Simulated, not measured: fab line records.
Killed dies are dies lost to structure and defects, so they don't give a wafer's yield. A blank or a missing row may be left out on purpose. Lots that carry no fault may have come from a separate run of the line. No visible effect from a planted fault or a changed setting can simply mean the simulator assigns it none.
Lot-split experiment ; flow sky130 ; on a route of 708 steps: 5 lots, 23 wafers read

## ABOUT THE SPLIT
At SKY_SD_N_IMPLANT_09, the setting energy_kev was moved away from the recipe's 50 on 9 of the 23 wafers read, by -4.6% to -1.5%. For the rest of the wafers, this setting stayed at what the recipe calls for.

## FROM THE SPLIT TO THE READING: what the file shows between them, 4 steps
- SKY_SD_N_IMPLANT_10
- SKY_SD_N_STRIP_11: strips in O2/N2
- SKY_SD_N_CLEAN_13: cleans in SC1/SC2, time 150 s
- SKY_SD_N_RTA_14: time 2 s

## THE READING
At SKY_SD_N_RS_MEAS_16, a four-point-probe measurement gives SD_N_RS in ohm/sq. Fault-free wafers of this fab line usually give 68.53 ohm/sq, standard deviation 0.11 ohm/sq.

wafer;tool, chamber at the split;energy_kev as run;against the recipe;SD_N_RS, ohm/sq;against lot-mates on the recipe
L075.1;implanter-01, 0;48.87;-2.3%;69.35;+0.72
L075.2;implanter-01, 0;50;recipe;68.78;-
L075.3;implanter-01, 0;50;recipe;68.51;-
L075.4;implanter-01, 0;50;recipe;68.61;-
L075.6;implanter-01, 0;48.87;-2.3%;69.34;+0.71
L078.1;implanter-01, 0;50;recipe;68.63;-
L078.2;implanter-01, 0;50;recipe;68.59;-
L078.3;implanter-01, 0;47.7;-4.6%;70.08;+1.51
L078.4;implanter-01, 0;47.7;-4.6%;70.15;+1.58
L078.6;implanter-01, 0;50;recipe;68.50;-
L079.2;implanter-01, 0;48.45;-3.1%;69.60;+1.09
L079.3;implanter-01, 0;48.45;-3.1%;69.79;+1.29
L079.4;implanter-01, 0;50;recipe;68.59;-
L079.5;implanter-01, 0;48.45;-3.1%;69.81;+1.31
L079.6;implanter-01, 0;50;recipe;68.42;-
L080.1;implanter-01, 0;50;recipe;68.56;-
L080.5;implanter-01, 0;50;recipe;68.37;-
L080.6;implanter-01, 0;50;recipe;68.44;-
L081.1;implanter-02, 0;50;recipe;68.43;-
L081.2;implanter-02, 0;50;recipe;68.49;-
L081.4;implanter-02, 0;50;recipe;68.39;-
L081.5;implanter-02, 0;49.25;-1.5%;68.86;+0.42
L081.6;implanter-02, 0;49.25;-1.5%;69.01;+0.57

THE FIT
A straight line over all 23 wafers: SD_N_RS changes by -0.361 ohm/sq for each +1% of energy_kev; r = -0.98; the points scatter about the line by 0.11 ohm/sq.
The same after taking each lot's own level away (the mean of its wafers on the recipe; 23 wafers): -0.353 ohm/sq for each +1%; r = -0.99; scatter 0.1 ohm/sq.
The reading moves by 1.6 ohm/sq for the largest change in energy_kev, on that fit.
Across the lots, their own levels run from 68.437 to 68.633 ohm/sq, a range of 1.8 times the standard deviation given above.
Consequently the slope shifts little with the lot-to-lot level, the two slopes agreeing.
Check: with one of the wafers moved furthest among these (-4.6%) left out of the fit, the line predicts +1.66 ohm/sq for it against its lot-mates. Against them it came out at +1.51 ohm/sq.

## FURTHER SPLITS ON THESE WAFERS
These wafers also went through other splits before the reading. Each is held against what the fit with the lots' levels taken away leaves over:
other split on the same wafers;wafers away from the commonest value;r with SD_N_RS (lot level and that fit taken away)
SKY_LDD_LDN_IMPLANT_09 energy_kev;6;+0.03
SKY_SPACER_CVD_00 pressure_mtorr;15;-0.19
SKY_SD_P_DEVELOP_06 develop_time_s;4;-0.29
SKY_SD_P_IMPLANT_09 dose_cm2;11;+0.20
SKY_RES_XHIGH_STRIP_08 power_w;11;+0.43
SKY_SD_N_SOFTBAKE_03 temp_c;5;-0.31

## THE WHOLE CHAIN: every reading that the file lists as answering this split, in the file's order
step;what it does;reading;change (the file's fit);r (the file's)
SKY_SD_N_IMPLANT_09;;implant.rp_nm (the simulator's own value, which no gauge read);+0.266 nm for each +1% of the setting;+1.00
SKY_SD_N_IMPLANT_09;;implant.drp_nm (the simulator's own value, which no gauge read);+0.106 nm for each +1% of the setting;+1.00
SKY_SD_N_STRIP_11;strips in O2/N2;strip_time_to_endpoint_s;withheld for each +1% of the setting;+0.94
SKY_SD_N_RS_MEAS_16;measures by four-point-probe;SD_N_RS;-0.348 for each +1% of the setting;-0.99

## FILE'S OWN FIT
SD_N_RS changes by -0.348 ohm/sq for each +1% of energy_kev, r = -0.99.
